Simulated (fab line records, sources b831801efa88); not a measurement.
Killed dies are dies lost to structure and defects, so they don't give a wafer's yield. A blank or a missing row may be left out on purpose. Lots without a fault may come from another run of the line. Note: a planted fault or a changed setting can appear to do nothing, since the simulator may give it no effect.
Which tool was responsible? || flow sky130 || 6 lots, 18 wafers sampled, at 1 step of a route of 708

## WHAT THE GAUGES SHOWED, per wafer
SKY_LDD_HVN_OVL_MEAS_07.
{"lot": "L697", "measured": "day 20 12:28", "on": "overlay-01", "LDD_HVN_OVL (nm)": "-0.1 -0.6 -0.2"}
{"lot": "L699", "measured": "day 21 12:43", "on": "overlay-01", "LDD_HVN_OVL (nm)": "1.4 1.0 1.8"}
{"lot": "L701", "measured": "day 22 05:58", "on": "overlay-02", "LDD_HVN_OVL (nm)": "-4.7 -3.3 -2.3"}
{"lot": "L704", "measured": "day 23 14:13", "on": "overlay-01", "LDD_HVN_OVL (nm)": "-1.3 -0.4 1.4"}
{"lot": "L711", "measured": "day 25 16:20", "on": "overlay-02", "LDD_HVN_OVL (nm)": "-2.0 -3.0 -1.4"}
{"lot": "L717", "measured": "day 27 15:34", "on": "overlay-02", "LDD_HVN_OVL (nm)": "0.5 2.3 1.3"}

## EACH LOT AND THE TOOL THAT RAN IT (in order: tool; ch and the chambers of the sampled wafers; start)
The record holds no process step before these readings.

## THE ANSWER, worked out from the rows above alone
Rule: the lots themselves supply what counts as usual. The widest of any qualifying gaps counts: lots, ordered by their means at a reading, are off when they make up no more than a third of the lots, leave a main group of 4 or more, and stand apart from it by 3 or more times the standard deviation of that group's means. The tables above print the reading to a certain number of digits; a main group whose means all agree to those digits is not used. A lot without any number at a reading at which 4 lots or more have one is off too. The other lots that the step has rows for count as sound.
Nothing can be told from this: no lot is off at any reading shown.

## WHAT HAD BEEN PUT IN BY THE SIMULATOR
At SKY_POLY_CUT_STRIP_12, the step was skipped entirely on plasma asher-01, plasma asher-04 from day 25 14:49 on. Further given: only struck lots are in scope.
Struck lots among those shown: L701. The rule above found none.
